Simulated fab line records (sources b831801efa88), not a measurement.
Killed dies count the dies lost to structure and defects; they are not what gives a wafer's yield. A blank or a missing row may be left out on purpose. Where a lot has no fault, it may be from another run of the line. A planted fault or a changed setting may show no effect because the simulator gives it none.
fab line records	flow sky130
record: lots: 24	wafers: 72	last-day: 50
route steps=708 shown LI_CONTACT@378 CONTACT@432 METAL1@451 METAL3@535
lots untouched by any fault: they come from a run of this same line in which no faults occurred
start-h: hours from the record's first day to the start of the lot's first wafer shown	wait-h: how many hours have passed since the lot's step before this one	" as in the row above	L1.1+2: one row covering several wafers at once	- no value, or no start was given	* or withheld: withheld	< > ~ a bound
route shown NAME@n: names a module that has steps shown in the file, with the first one's number in the route	usual: mean/standard deviation taken from wafers without a fault	same: alike in all rows	chamber/n: place in a boat	sites: per-site readings	_std_site: the values' standard deviation	_edge_site: mean of outer sites minus mean of inner sites	radius-mm: for every site, how far away it sits from the centre of the wafer	mask NAME#n: copy n	behind: the tool/chamber that last shaped the wafer	hold: reason for holding the lot/hours on hold/outcome of the hold	device: transistor that didn't switch, given as n, p or np	end of line: the route-end tests of the same wafers	a step without rows: its recipe alone	killed: count of dies lost to structure and defects at first sort (not the wafer's yield)	map: a wafer's dies, x killed, . not, _ none there
set.NAME: setting as actually run; set.NAME@STEP: the setting as run at that earlier step	model.NAME: the simulator's own value behind a step, which no gauge read
route steps across a sampled set of lots; one table per step, one row per wafer
services: when a tool's chamber went out of use (start-h, in hours from the record's first day, below 0 if earlier), for how many hours, and the reason
== steps ==
step: SKY_LI_CONTACT_STRIP_16
recipe: chemistry: O2/N2	power-w: 1400	pressure-mtorr: 1500	platen-temp-c: withheld	o2-flow-sccm: 3000	n2-flow-sccm: 300	overash-fraction: 0.5
usual: drypump-motor-current-A: 5.6/0.34	oes-product-au: 0.377/0.0051	strip-time-to-endpoint-s: 3.50/0.062
lot.wafer	tool	chamber	start-h	wait-h	drypump-motor-current-A	oes-product-au	rf-hours-counter-h	strip-time-to-endpoint-s
L074.1	plasma-asher-03	0	677.22	-	5.7	0.373	55	3.50
L074.2	"	1	"	"	6.1	0.376	55	3.42
L074.6	"	1	"	"	6.1	0.377	-	3.45
L075.1	plasma-asher-02	1	688.14	-	5.9	0.380	98	3.50
L075.2	"	0	"	"	5.1	0.375	98	3.53
L075.6	"	1	"	"	5.9	0.373	-	3.52
L076.1	plasma-asher-03	1	697.22	-	6.1	0.373	57	3.48
L076.3	"	0	"	"	5.7	0.378	-	3.60
L076.4	"	1	"	"	6.1	0.380	-	3.52
L077.1	plasma-asher-03	1	705.22	-	6.1	0.377	58	3.46
L077.2	"	0	"	"	5.7	0.368	58	3.38
L077.6	"	1	"	"	6.1	0.370	-	3.46
L078.4	plasma-asher-02	0	716.88	-	5.1	0.383	-	3.63
L078.5	"	0	"	"	5.1	0.383	-	3.56
L078.6	"	1	"	"	5.9	0.379	-	3.46
L079.1	plasma-asher-02	1	731.15	-	5.9	0.370	103	3.42
L079.3	"	0	"	"	5.1	0.383	-	3.54
L079.6	"	1	"	"	5.9	0.377	-	3.56
L080.2	plasma-asher-01	0	731.27	-	5.5	0.374	30	3.50
L080.5	"	1	"	"	5.2	0.377	-	3.44
L080.6	"	0	"	"	5.5	0.378	-	3.51
L081.2	plasma-asher-03	0	732.71	-	5.7	0.369	60	3.63
L081.3	"	1	"	"	6.1	0.377	-	3.55
L081.4	"	0	"	"	5.7	0.376	-	3.55
L082.1	plasma-asher-01	1	765.20	-	5.2	0.374	33	3.49
L082.2	"	0	"	"	5.5	0.375	33	3.51
L082.5	"	0	"	"	5.6	0.366	-	3.49
L083.1	plasma-asher-02	1	765.86	-	5.8	0.376	2	3.58
L083.2	"	0	"	"	5.2	0.374	2	3.53
L083.5	"	1	"	"	5.9	0.379	-	3.47
L084.1	plasma-asher-01	1	766.62	-	5.2	0.370	33	3.51
L084.4	"	0	"	"	5.6	0.372	-	3.50
L084.6	"	0	"	"	5.5	0.376	-	3.46
L085.1	plasma-asher-02	1	771.17	-	5.9	0.381	2	3.54
L085.2	"	0	"	"	5.2	0.379	2	3.51
L085.3	"	1	"	"	5.9	0.381	-	3.56
L086.1	plasma-asher-02	0	779.56	-	5.1	0.382	3	3.61
L086.4	"	1	"	"	5.9	0.379	-	3.48
L086.6	"	1	"	"	5.9	0.384	-	3.61
L087.1	plasma-asher-01	1	797.75	-	5.2	0.378	36	3.63
L087.2	"	0	"	"	5.5	0.384	36	3.55
L087.6	"	1	"	"	5.2	0.377	-	3.56
L088.1	plasma-asher-03	0	798.62	-	5.7	0.378	67	3.41
L088.3	"	1	"	"	6.1	0.376	-	3.52
L088.4	"	0	"	"	5.7	0.380	-	3.56
L090.2	plasma-asher-01	0	808.55	-	5.6	0.373	38	3.41
L090.4	"	0	"	"	5.6	0.380	-	3.55
L090.6	"	1	"	"	5.2	0.372	-	3.61
L089.2	plasma-asher-02	1	810.47	-	5.9	0.372	6	3.47
L089.5	"	0	"	"	5.1	0.372	-	3.47
L089.6	"	1	"	"	5.9	0.377	-	3.46
L091.1	plasma-asher-03	1	813.22	-	6.1	0.373	68	3.50
L091.4	"	0	"	"	5.7	0.374	-	3.48
L091.5	"	1	"	"	6.1	0.368	-	3.45
L092.1	plasma-asher-01	1	823.60	-	5.2	0.373	39	3.41
L092.5	"	1	"	"	5.2	0.381	-	3.42
L092.6	"	0	"	"	5.6	0.376	-	3.43
L093.4	plasma-asher-01	0	829.83	-	5.6	0.382	-	3.53
L093.5	"	0	"	"	5.6	0.383	-	3.55
L093.6	"	1	"	"	5.2	0.367	-	3.44
L094.3	plasma-asher-02	1	835.68	-	5.9	0.376	-	3.45
L094.4	"	0	"	"	5.1	0.382	-	3.44
L094.6	"	0	"	"	5.1	0.387	-	3.58
L095.2	plasma-asher-01	1	847.27	-	5.2	0.383	41	3.60
L095.3	"	1	"	"	5.2	0.382	-	3.64
L095.6	"	0	"	"	5.6	0.379	-	3.66
L096.2	plasma-asher-02	1	854.02	-	5.9	0.379	11	3.48
L096.4	"	0	"	"	5.2	0.365	-	3.41
L096.6	"	1	"	"	5.9	0.381	-	3.49
L097.1	plasma-asher-03	0	854.85	-	5.6	0.379	72	3.46
L097.2	"	1	"	"	6.1	0.383	72	3.51
L097.6	"	1	"	"	6.1	0.381	-	3.50
step: SKY_CONTACT_THK_MEAS_26
recipe: thk-meas-gauge: xrf	reads: W_of_CONTACT_CVD_24
usual: CONTACT_W_THK: 337/5.2
lot.wafer	tool	chamber	start-h	wait-h	CONTACT_W_THK[nm]
L074.1	film-metro-01	-	736.71	0.1	336
L074.2	"	-	"	"	335
L074.6	"	-	"	"	336
L075.1	film-metro-02	-	747.05	0.1	333
L075.2	"	-	"	"	341
L075.6	"	-	"	"	335
L076.1	film-metro-04	-	756.24	0.1	341
L076.3	"	-	"	"	338
L076.4	"	-	"	"	341
L077.1	film-metro-01	-	763.06	0.1	329
L077.2	"	-	"	"	330
L077.6	"	-	"	"	329
L078.4	film-metro-02	-	774.69	0.1	343
L078.5	"	-	"	"	345
L078.6	"	-	"	"	343
L079.1	film-metro-04	-	789.00	0.1	336
L079.3	"	-	"	"	331
L079.6	"	-	"	"	338
L080.2	film-metro-02	-	789.36	0.1	338
L080.5	"	-	"	"	344
L080.6	"	-	"	"	351
L081.2	film-metro-02	-	790.01	0.1	336
L081.3	"	-	"	"	338
L081.4	"	-	"	"	338
L082.1	film-metro-02	-	822.84	0.1	338
L082.2	"	-	"	"	344
L082.5	"	-	"	"	343
L083.1	film-metro-04	-	824.32	0.1	343
L083.2	"	-	"	"	341
L083.5	"	-	"	"	342
L084.1	film-metro-02	-	824.66	0.1	339
L084.4	"	-	"	"	345
L084.6	"	-	"	"	346
L085.1	film-metro-02	-	829.01	0.1	338
L085.2	"	-	"	"	339
L085.3	"	-	"	"	343
L086.1	film-metro-01	-	836.30	0.1	329
L086.4	"	-	"	"	338
L086.6	"	-	"	"	334
L087.1	film-metro-02	-	855.70	0.1	344
L087.2	"	-	"	"	341
L087.6	"	-	"	"	344
L088.1	film-metro-04	-	855.97	0.1	348
L088.3	"	-	"	"	348
L088.4	"	-	"	"	336
L090.2	film-metro-02	-	865.61	0.1	330
L090.4	"	-	"	"	328
L090.6	"	-	"	"	334
L089.2	film-metro-01	-	867.34	0.1	336
L089.5	"	-	"	"	333
L089.6	"	-	"	"	332
L091.1	film-metro-02	-	869.63	0.1	346
L091.4	"	-	"	"	347
L091.5	"	-	"	"	340
L092.1	film-metro-01	-	879.30	0.1	335
L092.5	"	-	"	"	341
L092.6	"	-	"	"	328
L093.4	film-metro-01	-	887.18	0.1	338
L093.5	"	-	"	"	336
L093.6	"	-	"	"	333
L094.3	film-metro-04	-	891.75	0.1	335
L094.4	"	-	"	"	335
L094.6	"	-	"	"	334
L095.2	film-metro-04	-	903.62	0.1	331
L095.3	"	-	"	"	332
L095.6	"	-	"	"	329
L096.2	film-metro-02	-	908.67	0.1	341
L096.4	"	-	"	"	338
L096.6	"	-	"	"	337
L097.1	film-metro-01	-	910.50	0.1	332
L097.2	"	-	"	"	332
L097.6	"	-	"	"	330
step: SKY_METAL1_DESCUM_17
recipe: chemistry: O2	source-power-w: 150	bias-power-w: 0	pressure-mtorr: 10	temp-c: 40	time-s: 8
usual: drypump-motor-current-A: 5.5/0.38	oes-product-au: 0.999/0.014
lot.wafer	tool	chamber	start-h	wait-h	drypump-motor-current-A	oes-product-au	rf-hours-counter-h
L074.1	rie-metal-01	0	764.70	0.0	5.2	1.030	10
L074.2	"	1	"	"	5.1	1.020	3
L074.6	"	1	"	"	5.1	1.015	-
L075.1	rie-metal-01	1	774.59	0.0	5.1	1.012	3
L075.2	"	0	"	"	5.2	1.002	10
L075.6	"	0	"	"	5.2	1.007	-
L076.1	rie-metal-02	1	783.99	0.0	5.3	1.009	2
L076.3	"	0	"	"	6.2	1.003	-
L076.4	"	1	"	"	5.3	0.999	-
L077.1	rie-metal-04	1	790.84	0.0	5.7	1.005	8
L077.2	"	0	"	"	5.4	0.992	6
L077.6	"	0	"	"	5.4	0.988	-
L078.4	rie-metal-01	1	802.23	0.0	5.1	1.015	-
L078.5	"	1	"	"	5.1	1.022	-
L078.6	"	0	"	"	5.2	0.999	-
L079.1	rie-metal-02	1	815.97	0.0	5.3	0.985	2
L079.3	"	0	"	"	6.2	1.003	-
L079.6	"	1	"	"	5.3	0.987	-
L080.2	rie-metal-01	1	816.32	0.0	5.1	1.022	4
L080.5	"	1	"	"	5.1	1.025	-
L080.6	"	0	"	"	5.2	1.002	-
L081.2	rie-metal-04	1	817.87	0.0	5.6	0.994	9
L081.3	"	0	"	"	5.4	0.983	-
L081.4	"	1	"	"	5.6	1.000	-
L082.1	rie-metal-02	0	849.82	0.0	6.2	1.004	7
L082.2	"	1	"	"	5.3	0.980	4
L082.5	"	1	"	"	5.3	0.989	-
L083.1	rie-metal-04	0	851.62	0.0	5.4	0.986	8
L083.2	"	1	"	"	5.7	0.999	11
L083.5	"	1	"	"	5.7	0.999	-
L084.1	rie-metal-02	0	851.97	0.0	6.2	1.005	7
L084.4	"	0	"	"	6.2	1.004	-
L084.6	"	1	"	"	5.3	0.981	-
L085.1	rie-metal-02	1	856.64	0.0	5.3	0.987	4
L085.2	"	0	"	"	6.2	1.002	7
L085.3	"	1	"	"	5.3	0.982	-
L086.1	rie-metal-02	1	863.47	0.0	5.3	0.974	5
L086.4	"	0	"	"	6.2	1.010	-
L086.6	"	0	"	"	6.2	1.005	-
L087.1	rie-metal-04	0	882.42	0.0	5.4	0.985	10
L087.2	"	1	"	"	5.6	0.995	12
L087.6	"	0	"	"	5.4	0.977	-
L088.1	rie-metal-02	1	883.34	0.0	5.3	0.992	6
L088.3	"	1	"	"	5.3	0.986	-
L088.4	"	0	"	"	6.2	1.007	-
L090.2	rie-metal-04	1	891.95	0.0	5.7	1.014	12
L090.4	"	0	"	"	5.4	0.982	-
L090.6	"	1	"	"	5.7	1.021	-
L089.2	rie-metal-01	1	893.74	0.0	5.1	1.012	8
L089.5	"	0	"	"	5.2	1.007	-
L089.6	"	1	"	"	5.1	1.012	-
L091.1	rie-metal-04	1	896.34	0.0	5.7	1.020	13
L091.4	"	1	"	"	5.7	1.010	-
L091.5	"	0	"	"	5.4	0.981	-
L092.1	rie-metal-01	0	905.47	0.0	5.2	1.006	16
L092.5	"	0	"	"	5.2	1.014	-
L092.6	"	1	"	"	5.1	1.011	-
L093.4	rie-metal-04	1	913.53	0.0	5.7	0.995	-
L093.5	"	1	"	"	5.7	0.989	-
L093.6	"	0	"	"	5.4	0.995	-
L094.3	rie-metal-02	1	917.18	0.0	5.3	0.975	-
L094.4	"	0	"	"	6.2	1.003	-
L094.6	"	0	"	"	6.2	1.001	-
L095.2	rie-metal-04	0	929.59	0.0	5.4	0.980	12
L095.3	"	0	"	"	5.4	0.978	-
L095.6	"	1	"	"	5.7	0.994	-
L096.2	rie-metal-02	0	935.19	0.0	6.2	1.006	11
L096.4	"	0	"	"	6.2	1.002	-
L096.6	"	1	"	"	5.3	0.973	-
L097.1	rie-metal-01	1	935.89	0.0	5.1	1.009	9
L097.2	"	0	"	"	5.2	1.000	17
L097.6	"	0	"	"	5.2	1.012	-
step: SKY_METAL1_ETCH_18
recipe: chemistry: N2/H2	target: BARC	ion-energy-ev: 200	bias-w: 100	pressure-mtorr: 30	n2-flow-sccm: 100	h2-flow-sccm: 200	icp-w: 500	stop-on: SiO2	time-s: 47.72	target-depth-a: 600
usual: drypump-motor-current-A: 5.5/0.38	oes-product-au: 0.848/0.005	throttle-valve-pct: 13.224/0.0089
lot.wafer	tool	chamber	start-h	wait-h	drypump-motor-current-A	oes-product-au	rf-hours-counter-h	throttle-valve-pct
L074.1	rie-metal-01	0	764.73	0.0	5.2	0.847	10	13.225
L074.2	"	1	"	"	5.1	0.853	3	13.218
L074.6	"	1	"	"	5.1	0.849	-	13.224
L075.1	rie-metal-01	1	774.62	0.0	5.1	0.848	3	13.216
L075.2	"	0	"	"	5.2	0.855	10	13.204
L075.6	"	0	"	"	5.2	0.836	-	13.235
L076.1	rie-metal-02	1	784.02	0.0	5.3	0.845	2	13.226
L076.3	"	0	"	"	6.2	0.856	-	13.216
L076.4	"	1	"	"	5.3	0.843	-	13.233
L077.1	rie-metal-04	1	790.87	0.0	5.7	0.844	8	13.235
L077.2	"	0	"	"	5.4	0.842	6	13.225
L077.6	"	0	"	"	5.4	0.844	-	13.199
L078.4	rie-metal-01	1	802.28	0.0	5.1	0.851	-	13.221
L078.5	"	1	"	"	5.1	0.852	-	13.227
L078.6	"	0	"	"	5.2	0.853	-	13.216
L079.1	rie-metal-02	1	816.00	0.0	5.3	0.844	3	13.229
L079.3	"	0	"	"	6.2	0.851	-	13.222
L079.6	"	1	"	"	5.3	0.847	-	13.213
L080.2	rie-metal-01	1	816.35	0.0	5.1	0.854	4	13.219
L080.5	"	1	"	"	5.1	0.858	-	13.214
L080.6	"	0	"	"	5.2	0.846	-	13.223
L081.2	rie-metal-04	1	817.90	0.0	5.7	0.840	9	13.234
L081.3	"	0	"	"	5.4	0.844	-	13.217
L081.4	"	1	"	"	5.7	0.847	-	13.233
L082.1	rie-metal-02	0	849.85	0.0	6.2	0.855	7	13.214
L082.2	"	1	"	"	5.4	0.845	4	13.204
L082.5	"	1	"	"	5.3	0.846	-	13.229
L083.1	rie-metal-04	0	851.65	0.0	5.4	0.846	8	13.219
L083.2	"	1	"	"	5.7	0.851	11	13.217
L083.5	"	1	"	"	5.7	0.850	-	13.227
L084.1	rie-metal-02	0	852.00	0.0	6.2	0.843	7	13.219
L084.4	"	0	"	"	6.2	0.850	-	13.218
L084.6	"	1	"	"	5.3	0.853	-	13.218
L085.1	rie-metal-02	1	856.67	0.0	5.3	0.851	4	13.239
L085.2	"	0	"	"	6.2	0.851	7	13.224
L085.3	"	1	"	"	5.3	0.849	-	13.213
L086.1	rie-metal-02	1	863.50	0.0	5.3	0.850	5	13.227
L086.4	"	0	"	"	6.2	0.855	-	13.211
L086.6	"	0	"	"	6.2	0.846	-	13.232
L087.1	rie-metal-04	0	882.46	0.0	5.4	0.846	10	13.225
L087.2	"	1	"	"	5.7	0.860	12	13.216
L087.6	"	0	"	"	5.4	0.844	-	13.225
L088.1	rie-metal-02	1	883.37	0.0	5.3	0.856	6	13.220
L088.3	"	1	"	"	5.3	0.855	-	13.220
L088.4	"	0	"	"	6.2	0.841	-	13.249
L090.2	rie-metal-04	1	891.99	0.0	5.7	0.847	12	13.231
L090.4	"	0	"	"	5.4	0.846	-	13.212
L090.6	"	1	"	"	5.7	0.847	-	13.222
L089.2	rie-metal-01	1	893.77	0.0	5.1	0.849	8	13.214
L089.5	"	0	"	"	5.2	0.842	-	13.231
L089.6	"	1	"	"	5.1	0.847	-	13.228
L091.1	rie-metal-04	1	896.37	0.0	5.7	0.859	13	13.211
L091.4	"	1	"	"	5.7	0.835	-	13.232
L091.5	"	0	"	"	5.4	0.839	-	13.227
L092.1	rie-metal-01	0	905.51	0.0	5.2	0.845	16	13.227
L092.5	"	0	"	"	5.2	0.851	-	13.226
L092.6	"	1	"	"	5.1	0.847	-	13.229
L093.4	rie-metal-04	1	913.58	0.0	5.6	0.854	-	13.216
L093.5	"	1	"	"	5.7	0.845	-	13.222
L093.6	"	0	"	"	5.4	0.849	-	13.222
L094.3	rie-metal-02	1	917.23	0.0	5.3	0.839	-	13.233
L094.4	"	0	"	"	6.2	0.847	-	13.233
L094.6	"	0	"	"	6.2	0.843	-	13.214
L095.2	rie-metal-04	0	929.62	0.0	5.4	0.851	12	13.232
L095.3	"	0	"	"	5.4	0.849	-	13.236
L095.6	"	1	"	"	5.7	0.847	-	13.222
L096.2	rie-metal-02	0	935.22	0.0	6.2	0.852	11	13.237
L096.4	"	0	"	"	6.2	0.845	-	13.244
L096.6	"	1	"	"	5.3	0.850	-	13.225
L097.1	rie-metal-01	1	935.92	0.0	5.1	0.841	9	13.222
L097.2	"	0	"	"	5.2	0.856	17	13.216
L097.6	"	0	"	"	5.2	0.846	-	13.225
step: SKY_METAL3_SPUTTER_03
recipe: material: Ti	target-thk-nm: 5	power-w: 3000	time-s: 3.3	chamber-pressure-pa: 0.4
usual: throttle-valve-pct: 30.0/0.67
lot.wafer	tool	chamber	start-h	wait-h	throttle-valve-pct
L074.1	pvd-sputter-03	-	852.25	0.0	30.7
L074.2	"	-	"	"	29.3
L074.6	"	-	"	"	30.6
L075.1	pvd-sputter-03	-	861.78	0.0	30.2
L075.2	"	-	"	"	30.7
L075.6	"	-	"	"	30.7
L076.1	pvd-sputter-03	-	869.27	0.0	29.4
L076.3	"	-	"	"	30.4
L076.4	"	-	"	"	30.6
L077.1	pvd-sputter-02	-	877.90	0.0	29.0
L077.2	"	-	"	"	29.8
L077.6	"	-	"	"	29.4
L078.4	pvd-sputter-01	-	888.57	0.0	31.3
L078.5	"	-	"	"	29.6
L078.6	"	-	"	"	31.0
L079.1	pvd-sputter-03	-	899.75	0.0	30.2
L079.3	"	-	"	"	29.3
L079.6	"	-	"	"	30.6
L080.2	pvd-sputter-03	-	901.29	0.0	29.6
L080.5	"	-	"	"	29.3
L080.6	"	-	"	"	30.3
L081.2	pvd-sputter-01	-	902.75	0.0	31.0
L081.3	"	-	"	"	29.7
L081.4	"	-	"	"	28.9
L082.1	pvd-sputter-01	-	932.45	0.0	29.9
L082.2	"	-	"	"	29.6
L082.5	"	-	"	"	31.1
L083.1	pvd-sputter-01	-	933.62	0.0	30.9
L083.2	"	-	"	"	29.7
L083.5	"	-	"	"	29.3
L084.1	pvd-sputter-01	-	934.93	0.0	31.0
L084.4	"	-	"	"	31.0
L084.6	"	-	"	"	29.2
L085.1	pvd-sputter-01	-	940.40	0.0	31.0
L085.2	"	-	"	"	29.5
L085.3	"	-	"	"	29.1
L086.1	pvd-sputter-01	-	946.62	0.0	29.6
L086.4	"	-	"	"	31.1
L086.6	"	-	"	"	29.0
L087.1	pvd-sputter-01	-	964.64	0.0	29.6
L087.2	"	-	"	"	29.7
L087.6	"	-	"	"	29.2
L088.1	pvd-sputter-02	-	965.40	0.0	29.9
L088.3	"	-	"	"	30.5
L088.4	"	-	"	"	29.2
L090.2	pvd-sputter-01	-	973.56	0.0	29.5
L090.4	"	-	"	"	29.8
L090.6	"	-	"	"	29.7
L089.2	pvd-sputter-01	-	974.76	0.0	30.9
L089.5	"	-	"	"	29.4
L089.6	"	-	"	"	29.4
L091.1	pvd-sputter-03	-	977.00	0.0	30.6
L091.4	"	-	"	"	30.5
L091.5	"	-	"	"	30.8
L092.1	pvd-sputter-03	-	985.11	0.0	30.2
L092.5	"	-	"	"	30.5
L092.6	"	-	"	"	30.7
L093.4	pvd-sputter-02	-	993.00	0.0	30.6
L093.5	"	-	"	"	30.3
L093.6	"	-	"	"	30.6
L094.3	pvd-sputter-02	-	998.15	0.0	29.3
L094.4	"	-	"	"	30.8
L094.6	"	-	"	"	30.2
L095.2	pvd-sputter-01	-	1010.07	0.0	28.9
L095.3	"	-	"	"	30.0
L095.6	"	-	"	"	29.1
L096.2	pvd-sputter-03	-	1013.71	0.0	31.0
L096.4	"	-	"	"	30.2
L096.6	"	-	"	"	30.4
L097.1	pvd-sputter-01	-	1014.94	0.0	29.9
L097.2	"	-	"	"	29.3
L097.6	"	-	"	"	29.4
step: SKY_METAL3_CD_MEAS_13
recipe: target-cd-nm: 300
usual: cd-nm: 300.2/1.1
lot.wafer	tool	chamber	start-h	wait-h	cd-nm
L074.1	cd-sem-01	-	903.88	-	300.3
L074.2	"	-	"	"	299.9
L074.6	"	-	"	"	301.3
L075.1	cd-sem-02	-	914.32	-	299.9
L075.2	"	-	"	"	299.1
L075.6	"	-	"	"	300.3
L076.1	cd-sem-02	-	921.43	-	299.0
L076.3	"	-	"	"	298.7
L076.4	"	-	"	"	300.5
L077.1	cd-sem-01	-	929.62	-	300.1
L077.2	"	-	"	"	300.8
L077.6	"	-	"	"	300.5
L078.4	cd-sem-02	-	939.43	-	299.3
L078.5	"	-	"	"	300.4
L078.6	"	-	"	"	299.1
L079.1	cd-sem-02	-	950.82	-	302.1
L079.3	"	-	"	"	302.1
L079.6	"	-	"	"	302.0
L080.2	cd-sem-02	-	951.79	-	300.1
L080.5	"	-	"	"	299.0
L080.6	"	-	"	"	300.9
L081.2	cd-sem-02	-	952.75	-	299.5
L081.3	"	-	"	"	300.2
L081.4	"	-	"	"	300.4
L082.1	cd-sem-02	-	981.93	-	301.2
L082.2	"	-	"	"	298.4
L082.5	"	-	"	"	300.1
L083.1	cd-sem-01	-	983.08	-	300.4
L083.2	"	-	"	"	300.3
L083.5	"	-	"	"	301.3
L084.1	cd-sem-02	-	984.03	-	301.0
L084.4	"	-	"	"	301.5
L084.6	"	-	"	"	302.0
L085.1	cd-sem-01	-	988.72	-	300.1
L085.2	"	-	"	"	302.0
L085.3	"	-	"	"	300.0
L086.1	cd-sem-02	-	995.87	-	299.6
L086.4	"	-	"	"	300.4
L086.6	"	-	"	"	300.1
L087.1	cd-sem-02	-	1012.83	-	299.8
L087.2	"	-	"	"	297.9
L087.6	"	-	"	"	301.2
L088.1	cd-sem-02	-	1013.68	-	303.0
L088.3	"	-	"	"	303.2
L088.4	"	-	"	"	303.2
L090.2	cd-sem-02	-	1022.05	-	300.0
L090.4	"	-	"	"	299.9
L090.6	"	-	"	"	299.6
L089.2	cd-sem-02	-	1023.35	-	300.1
L089.5	"	-	"	"	300.4
L089.6	"	-	"	"	300.1
L091.1	cd-sem-02	-	1024.77	-	298.9
L091.4	"	-	"	"	297.7
L091.5	"	-	"	"	298.6
L092.1	cd-sem-02	-	1032.08	-	299.1
L092.5	"	-	"	"	300.0
L092.6	"	-	"	"	298.8
L093.4	cd-sem-02	-	1039.84	-	300.1
L093.5	"	-	"	"	301.0
L093.6	"	-	"	"	301.1
L094.3	cd-sem-01	-	1046.16	-	301.4
L094.4	"	-	"	"	299.8
L094.6	"	-	"	"	300.1
L095.2	cd-sem-02	-	1056.10	-	301.1
L095.3	"	-	"	"	300.3
L095.6	"	-	"	"	300.0
L096.2	cd-sem-02	-	1058.79	-	297.8
L096.4	"	-	"	"	298.8
L096.6	"	-	"	"	298.0
L097.1	cd-sem-02	-	1059.72	-	300.8
L097.2	"	-	"	"	298.6
L097.6	"	-	"	"	300.0
== services ==
tool	chamber	start-h	hours	kind
plasma-asher-02	-	672.43	3.5	repair
rie-metal-01	0	719.89	3.8	repair
plasma-asher-02	-	733.75	9.0	pm
plasma-asher-02	-	755.00	0.4	repair
plasma-asher-02	-	756.60	2.8	pm
pvd-sputter-02	-	767.07	1.0	repair
plasma-asher-03	-	767.61	3.6	repair
pvd-sputter-02	-	794.50	20.5	repair
rie-metal-04	-	811.24	0.2	repair
plasma-asher-01	-	833.13	7.7	pm
plasma-asher-01	-	853.40	6.8	repair
rie-metal-04	1	866.96	5.2	repair
plasma-asher-01	-	880.03	0.5	repair
pvd-sputter-03	-	907.85	36.5	repair
plasma-asher-03	-	928.35	1.0	repair
rie-metal-04	-	933.36	4.3	pm
plasma-asher-03	-	934.25	2.8	pm
plasma-asher-01	-	934.33	1.2	repair
plasma-asher-01	-	935.68	1.6	repair
rie-metal-04	-	947.51	1.5	repair
rie-metal-04	-	974.93	2.8	pm
plasma-asher-01	-	993.15	2.8	pm
pvd-sputter-01	-	996.94	1.3	repair
rie-metal-01	-	997.10	0.6	repair
== key ==
fault none
